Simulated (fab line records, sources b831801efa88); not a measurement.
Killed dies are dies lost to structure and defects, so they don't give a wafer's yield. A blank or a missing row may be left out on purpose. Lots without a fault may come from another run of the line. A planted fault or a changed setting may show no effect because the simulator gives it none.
Which tool did it? | flow gf180mcu | 14 lots, 42 wafers sampled, at 4 steps of a route of 602

WHAT THE GAUGES READ, wafer by wafer
GF_V4_CD_MEAS_14: target cd 260 nm.
lot  | measured     | on        | cd_nm (nm)
L153 | day 24 13:05 | cd_sem-02 | 261.8 260.4 260.5
L155 | day 25 10:20 | cd_sem-01 | 261.3 260.2 260.7
L156 | day 25 20:32 | cd_sem-02 | 260.1 260.1 260.2
L158 | day 26 13:39 | cd_sem-01 | 262.1 262.3 262.7
L160 | day 27 10:02 | cd_sem-01 | 258.7 260.8 260.4
L162 | day 28 00:52 | cd_sem-01 | 258.5 257.6 258.8
L167 | day 29 05:53 | cd_sem-02 | - - -
L168 | day 29 13:44 | cd_sem-01 | - - -
L170 | day 30 00:28 | cd_sem-01 | 259.1 257.3 258.6
L172 | day 30 13:28 | cd_sem-02 | 261.1 261.7 261.7
L173 | day 30 19:32 | cd_sem-01 | 258.4 259.8 259.7
L174 | day 31 03:47 | cd_sem-02 | 258.4 260.0 259.9
L175 | day 31 08:56 | cd_sem-01 | 261.5 263.2 261.8
L176 | day 31 11:44 | cd_sem-01 | 260.9 262.2 261.7

WHICH TOOL RAN EACH LOT (tool, then ch and the chambers of the sampled wafers, then the start)
lot  | GF_V2_CMP_26                  | GF_M4_SPUTTER_01             | GF_V4_EXPOSE_11
L153 | cmp-01 ch 0,1,3, day 20 09:27 | pvd_sputter-03, day 22 13:10 | krf_scanner-01 ch 0, day 24 01:28
L155 | cmp-02 ch 1,2,3, day 21 10:50 | pvd_sputter-03, day 23 12:54 | krf_scanner-01 ch 0, day 24 23:38
L156 | cmp-02 ch 0,1,2, day 21 21:21 | pvd_sputter-03, day 23 23:19 | krf_scanner-02 ch 0, day 25 10:11
L158 | cmp-01 ch 1,2,3, day 22 17:10 | pvd_sputter-02, day 24 17:38 | krf_scanner-01 ch 0, day 26 03:28
L160 | cmp-02 ch 1,3, day 23 16:06   | pvd_sputter-04, day 25 14:56 | krf_scanner-01 ch 0, day 26 23:36
L162 | cmp-01 ch 0,2,3, day 24 07:28 | pvd_sputter-02, day 26 06:32 | krf_scanner-02 ch 0, day 27 14:58
L167 | cmp-01 ch 0,2, day 25 16:31   | pvd_sputter-04, day 27 13:29 | krf_scanner-02, day 28 20:50
L168 | cmp-01 ch 2,3, day 26 00:57   | pvd_sputter-03, day 27 21:44 | krf_scanner-02, day 29 04:11
L170 | cmp-02 ch 0,2,3, day 26 12:40 | pvd_sputter-04, day 28 08:38 | krf_scanner-02 ch 0, day 29 15:07
L172 | cmp-01 ch 1,2,3, day 27 00:26 | pvd_sputter-04, day 28 21:32 | krf_scanner-01 ch 0, day 30 03:55
L173 | cmp-02 ch 0,1, day 27 09:57   | pvd_sputter-04, day 29 03:50 | krf_scanner-02 ch 0, day 30 10:06
L174 | cmp-02 ch 0,1,2, day 27 18:13 | pvd_sputter-03, day 29 12:53 | krf_scanner-02 ch 0, day 30 18:34
L175 | cmp-02 ch 0,1,3, day 28 00:28 | pvd_sputter-02, day 29 18:41 | krf_scanner-02 ch 0, day 31 00:10
L176 | cmp-01 ch 2,3, day 28 03:41   | pvd_sputter-03, day 29 21:02 | krf_scanner-02 ch 0, day 31 02:43
- GF_V2_CMP_26: polishes, stops on SiO2, t overpolish 15 s, target thk 0 nm.
- GF_M4_SPUTTER_01: material TiN, target thk 30 nm, time 25 s.
- GF_V4_EXPOSE_11: exposes mask Via4, target cd 260 nm.

WHAT THE TOOLS THEMSELVES READ (means of the sampled wafers that have a number; where no wafer has one, the mark that the record gives instead)
GF_V2_CMP_26.
lot  | tool   | motor_current_A (A) | overpolish_run_s (s) | time_to_endpoint_s (s)
L153 | cmp-01 | 10.9                | 14.993               | 85
L155 | cmp-02 | 10.5                | 14.997               | 89
L156 | cmp-02 | 10.1                | 15.001               | 89
L158 | cmp-01 | 10.7                | 15.001               | 82
L160 | cmp-02 | 10.1                | 14.997               | 89
L162 | cmp-01 | 11.3                | 14.992               | 83
L167 | cmp-01 | 12.0                | 14.997               | 85
L168 | cmp-01 | 10.7                | 15.003               | 83
L170 | cmp-02 | 10.4                | 14.991               | 81
L172 | cmp-01 | 10.5                | 14.995               | 84
L173 | cmp-02 | 10.1                | 15.002               | 84
L174 | cmp-02 | 10.6                | 15.000               | 83
L175 | cmp-02 | 10.6                | 14.998               | 85
L176 | cmp-01 | 10.5                | 15.004               | 87

GF_M4_SPUTTER_01.
lot  | tool           | throttle_valve_pct (%)
L153 | pvd_sputter-03 | 30.7
L155 | pvd_sputter-03 | 30.4
L156 | pvd_sputter-03 | 29.7
L158 | pvd_sputter-02 | 29.2
L160 | pvd_sputter-04 | 29.9
L162 | pvd_sputter-02 | 28.9
L167 | pvd_sputter-04 | 29.9
L168 | pvd_sputter-03 | 29.7
L170 | pvd_sputter-04 | 30.1
L172 | pvd_sputter-04 | 29.9
L173 | pvd_sputter-04 | 29.9
L174 | pvd_sputter-03 | 29.8
L175 | pvd_sputter-02 | 29.3
L176 | pvd_sputter-03 | 29.9

GF_V4_EXPOSE_11.
lot  | tool           | exposure_dose_mJ_cm2 | focus_offset_nm (nm)
L153 | krf_scanner-01 | 37.95                | -0.0
L155 | krf_scanner-01 | 37.98                | -0.2
L156 | krf_scanner-02 | 37.95                | -0.2
L158 | krf_scanner-01 | 37.92                | 0.6
L160 | krf_scanner-01 | 37.92                | -0.1
L162 | krf_scanner-02 | 37.97                | -0.6
L167 | krf_scanner-02 | -                    | -
L168 | krf_scanner-02 | -                    | -
L170 | krf_scanner-02 | 37.96                | -0.1
L172 | krf_scanner-01 | 37.89                | -0.1
L173 | krf_scanner-02 | 37.96                | -0.5
L174 | krf_scanner-02 | 37.97                | 0.8
L175 | krf_scanner-02 | 37.93                | -0.3
L176 | krf_scanner-02 | 37.93                | 0.7

THE ANSWER, worked out from the rows above alone
Rule: what is usual is taken from the lots themselves. Put in order of their means at a reading, lots are off if they are a third of the lots or fewer, leave a main group of 4 or more, and stand apart from it by a gap of 3 or more times the standard deviation of the main group's means; of several such gaps the widest counts. A main group whose means are all the same, to the digits that the tables above print for the reading, isn't used. A lot without any number at a reading at which 4 lots or more have one is off too. The other lots that the step has rows for count as sound. The gauges are gone through in route order, then the tools' own readings, and for those a lot's mean is taken as printed above. The first step at which some lot is off is used, and at that step the reading that is off furthest; a lot without a number counts as furthest.
Off: L167, L168, at GF_V4_CD_MEAS_14 (cd_nm). Without a number there: L167, L168. The main group: mean 260.4 nm, standard deviation 1.3.
A tool fits if, at a process step before that reading, it ran every lot that is off, and no sound lot after the first of them. The gauges at GF_V4_CD_MEAS_14 aren't tried: what is off there is off at GF_V4_EXPOSE_11 too, on other tools, and a gauge's error can't cause that. None of those tried fits.

WHAT THE SIMULATOR HAD PUT IN
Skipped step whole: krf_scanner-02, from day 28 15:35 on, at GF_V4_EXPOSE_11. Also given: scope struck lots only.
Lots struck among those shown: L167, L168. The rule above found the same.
